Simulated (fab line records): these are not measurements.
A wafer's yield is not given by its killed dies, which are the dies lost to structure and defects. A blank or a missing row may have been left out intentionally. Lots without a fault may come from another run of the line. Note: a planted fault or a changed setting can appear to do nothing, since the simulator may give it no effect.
fab line records	flow sky130
record: lots: 6	wafers: 18	last_day: 52
route steps=708 shown VT_ADJUST_LVTN@113 VT_ADJUST_NCORE@119
lots untouched by any fault: they come from a run of this same line in which no faults occurred
start_h: hours from the record's opening day to when the first of the lot's shown wafers began	wait_h: time in hours since the lot's previous step	" repeats the value in the row above	L1.1+2: several wafers, shown together as one row	- no value present, or no start provided	* or withheld: withheld	< > ~ a bound
route shown NAME@n: names a module that has steps shown in the file, with the first one's number in the route	usual: mean/standard deviation taken from wafers without a fault	same: alike in all rows	chamber/n: place in a boat	sites: the reading at each site	_std_site: standard deviation of those values	_edge_site: outer sites' mean less inner sites'	radius_mm: for every site, how far away it sits from the centre of the wafer	mask NAME#n: copy n	behind: the last tool/chamber to shape the wafer	hold: cause of the lot's hold/its duration in hours/its outcome	device: the n, p or np transistor that did not switch	end of line: the same wafers' tests at the end of the route	where a step has no rows: the recipe by itself	killed: the dies lost at the first sort to structure and to defects; this is not the yield of the wafer	map: shows each die of a wafer: x if killed, . if not, _ if none is there
set.NAME: setting as actually run; set.NAME@STEP: the setting as run at that earlier step	model.NAME: the simulator's own value behind a step, which no gauge read
a table for each step, a row for each wafer; lots at some steps of the route
services: the hour from which a tool's chamber was out of use, counted from the record's first day as start_h (under 0 if before that day), plus the number of hours and why
== steps ==
step: SKY_VT_ADJUST_LVTN_PEB_16
recipe: temp_c: withheld	time_s: *	resist: NOVOLAK
step: SKY_VT_ADJUST_LVTN_DEVELOP_17
recipe: resist: NOVOLAK	developer: TMAH	develop_time_s: 60	dev_temp_c: 23
step: SKY_VT_ADJUST_LVTN_OVL_MEAS_18
usual: VT_ADJUST_LVTN_01_OVL: -0.4/1.5
lot.wafer	tool	chamber	start_h	wait_h	VT_ADJUST_LVTN_01_OVL[nm]
L521.1	overlay-02	-	198.37	0.1	0.8
L521.3	"	-	"	"	0.8
L521.5	"	-	"	"	1.5
L534.1	overlay-01	-	343.95	0.1	1.0
L534.2	"	-	"	"	2.1
L534.6	"	-	"	"	2.1
L535.3	overlay-02	-	345.66	0.1	-1.8
L535.5	"	-	"	"	-1.5
L535.6	"	-	"	"	-1.9
L537.2	overlay-02	-	345.95	0.1	1.3
L537.4	"	-	"	"	-0.1
L537.6	"	-	"	"	1.5
L533.2	overlay-02	-	346.55	0.1	3.6
L533.5	"	-	"	"	0.2
L533.6	"	-	"	"	1.8
L539.3	overlay-02	-	350.66	0.1	-1.0
L539.5	"	-	"	"	-1.6
L539.6	"	-	"	"	0.0
step: SKY_VT_ADJUST_LVTN_IMPLANT_19
recipe: species: B	energy_kev: 30	dose_cm2: 6.5e+11	tilt_deg: withheld
step: SKY_VT_ADJUST_LVTN_STRIP_20
recipe: chemistry: O2/N2	power_w: 1400	pressure_mtorr: 1500	platen_temp_c: withheld	o2_flow_sccm: 3000	n2_flow_sccm: 300	overash_fraction: 0.5
usual: drypump_motor_current_A: 5.55/0.27	oes_product_au: 0.715/0.0048	strip_time_to_endpoint_s: 14.20/0.041
lot.wafer	tool	chamber	start_h	wait_h	drypump_motor_current_A	oes_product_au	rf_hours_counter_h	strip_time_to_endpoint_s
L521.1	plasma_asher-03	1	198.56	0.1	5.13	0.709	34	14.21
L521.3	"	0	"	"	5.44	0.720	-	14.21
L521.5	"	0	"	"	5.45	0.712	-	14.25
L534.1	plasma_asher-02	1	344.13	0.1	5.78	0.720	65	14.16
L534.2	"	0	"	"	5.79	0.718	65	14.13
L534.6	"	0	"	"	5.80	0.713	-	14.20
L535.3	plasma_asher-02	0	345.87	0.1	5.79	0.713	-	14.26
L535.5	"	0	"	"	5.80	0.710	-	14.23
L535.6	"	1	"	"	5.80	0.714	-	14.25
L537.2	plasma_asher-03	1	346.13	0.1	5.16	0.714	50	14.23
L537.4	"	1	"	"	5.18	0.717	-	14.24
L537.6	"	0	"	"	5.45	0.714	-	14.21
L533.2	plasma_asher-03	0	346.73	0.1	5.46	0.712	50	14.16
L533.5	"	1	"	"	5.15	0.717	-	14.08
L533.6	"	0	"	"	5.48	0.715	-	14.14
L539.3	plasma_asher-03	0	350.86	0.1	5.46	0.715	-	14.25
L539.5	"	1	"	"	5.15	0.715	-	14.28
L539.6	"	0	"	"	5.44	0.714	-	14.21
step: SKY_VT_ADJUST_LVTN_TW_MEAS_21
usual: VT_ADJUST_LVTN_2_TW: 185.8/1.1
lot.wafer	tool	chamber	start_h	wait_h	VT_ADJUST_LVTN_2_TW
L521.1	film_metro-04	-	198.66	0.1	186.7
L521.3	"	-	"	"	186.4
L521.5	"	-	"	"	185.8
L534.1	film_metro-01	-	344.23	0.1	186.0
L534.2	"	-	"	"	185.1
L534.6	"	-	"	"	185.0
L535.3	film_metro-03	-	345.96	0.1	186.1
L535.5	"	-	"	"	185.2
L535.6	"	-	"	"	185.6
L537.2	film_metro-01	-	346.24	0.1	184.3
L537.4	"	-	"	"	185.6
L537.6	"	-	"	"	185.8
L533.2	film_metro-03	-	346.84	0.1	185.7
L533.5	"	-	"	"	185.1
L533.6	"	-	"	"	186.7
L539.3	film_metro-04	-	350.95	0.1	185.9
L539.5	"	-	"	"	186.3
L539.6	"	-	"	"	186.7
step: SKY_VT_ADJUST_NCORE_DEHYDRATE_00
recipe: temp_c: 200	time_s: 60
step: SKY_VT_ADJUST_NCORE_HMDS_01
recipe: prime_time_s: 60	prime_temp_c: 120
step: SKY_VT_ADJUST_NCORE_COAT_02
recipe: resist: NOVOLAK	spin_rpm: 3000	resist_thk_nm: 1140
step: SKY_VT_ADJUST_NCORE_SOFTBAKE_03
recipe: temp_c: 90	time_s: 60	resist: NOVOLAK
step: SKY_VT_ADJUST_NCORE_EXPOSE_04
recipe: mask_id: LVTN_COMPLEMENT_THIN	na: 0.6	source_shape: conventional	sigma_outer: 0.6	polarization: unpolarized	target_cd_nm: 380	dose_mj: 139
step: SKY_VT_ADJUST_NCORE_PEB_05
recipe: temp_c: withheld	time_s: *	resist: NOVOLAK
step: SKY_VT_ADJUST_NCORE_DEVELOP_06
recipe: resist: NOVOLAK	developer: TMAH	develop_time_s: 60	dev_temp_c: 23
lot.wafer	tool	chamber	start_h	wait_h
L521.1+3+5	litho_track-03	0	220.67	0.1
L534.1+2+6	litho_track-04	0	371.97	0.1
L535.3+5+6	litho_track-04	0	373.42	0.1
L537.2+4+6	litho_track-03	0	373.60	0.1
L533.2+5+6	litho_track-04	0	374.59	0.1
L539.3+5+6	litho_track-01	0	378.90	0.1
step: SKY_VT_ADJUST_NCORE_CD_MEAS_07
recipe: target_cd_nm: 380
usual: cd_nm: 379.8/2.7
lot.wafer	tool	chamber	start_h	wait_h	cd_nm
L521.1	cd_sem-01	-	220.89	0.2	381.9
L521.3	"	-	"	"	379.9
L521.5	"	-	"	"	381.3
L534.1	cd_sem-01	-	372.12	0.1	381.1
L534.2	"	-	"	"	380.1
L534.6	"	-	"	"	379.8
L535.3	cd_sem-01	-	373.56	0.1	381.0
L535.5	"	-	"	"	254.8
L535.6	"	-	"	"	381.4
L537.2	cd_sem-01	-	373.74	0.1	382.4
L537.4	"	-	"	"	383.1
L537.6	"	-	"	"	382.1
L533.2	cd_sem-01	-	374.90	0.3	259.6
L533.5	"	-	"	"	258.5
L533.6	"	-	"	"	387.2
L539.3	cd_sem-01	-	379.04	0.1	380.0
L539.5	"	-	"	"	380.1
L539.6	"	-	"	"	378.6
step: SKY_VT_ADJUST_NCORE_OVL_MEAS_08
usual: VT_ADJUST_NCORE_OVL: 0.7/1.3
lot.wafer	tool	chamber	start_h	wait_h	VT_ADJUST_NCORE_OVL[nm]
L521.1	overlay-01	-	221.01	0.1	1.7
L521.3	"	-	"	"	1.5
L521.5	"	-	"	"	-0.2
L534.1	overlay-01	-	372.24	0.1	1.5
L534.2	"	-	"	"	4.0
L534.6	"	-	"	"	1.8
L535.3	overlay-01	-	373.65	0.1	3.7
L535.5	"	-	"	"	1.8
L535.6	"	-	"	"	0.7
L537.2	overlay-02	-	373.85	0.1	0.8
L537.4	"	-	"	"	0.4
L537.6	"	-	"	"	0.7
L533.2	overlay-01	-	375.01	0.1	1.4
L533.5	"	-	"	"	2.2
L533.6	"	-	"	"	3.2
L539.3	overlay-01	-	379.13	0.1	1.9
L539.5	"	-	"	"	3.2
L539.6	"	-	"	"	2.4
== services ==
tool	chamber	start_h	hours	kind
plasma_asher-02	-	184.67	1.7	repair
plasma_asher-03	-	305.90	2.0	repair
plasma_asher-02	-	306.55	4.2	repair
== key ==
first_sign: step: SKY_VT_ADJUST_NCORE_CD_MEAS_07	reading: cd_nm	direction: down	sigmas: 45	usual: 379.8	struck: 257.6
effect none on later readings
met_at SKY_VT_ADJUST_NCORE_DEVELOP_06
struck_wafers L533.2,L533.5,L535.5
tester_left_out L533,L535
onset_between 371.97 373.42
fault: kind: process_parameter_drift	tool: litho_track-04	chamber: -	onset_h: 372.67	steps: SKY_VT_ADJUST_NCORE_DEVELOP_06	channel: develop_time_s	offset: *	shape: step	end_h: 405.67	scope: struck_wafers_only	acts_in: *	stated: *
tester_left_out: of these lots the tester's yield and bins aren't shown, on N5 and GAA mostly nor the transistor test; their killed dies are dies lost to structure and defects alone, not to doping, threshold or leakage, so they don't give the yield
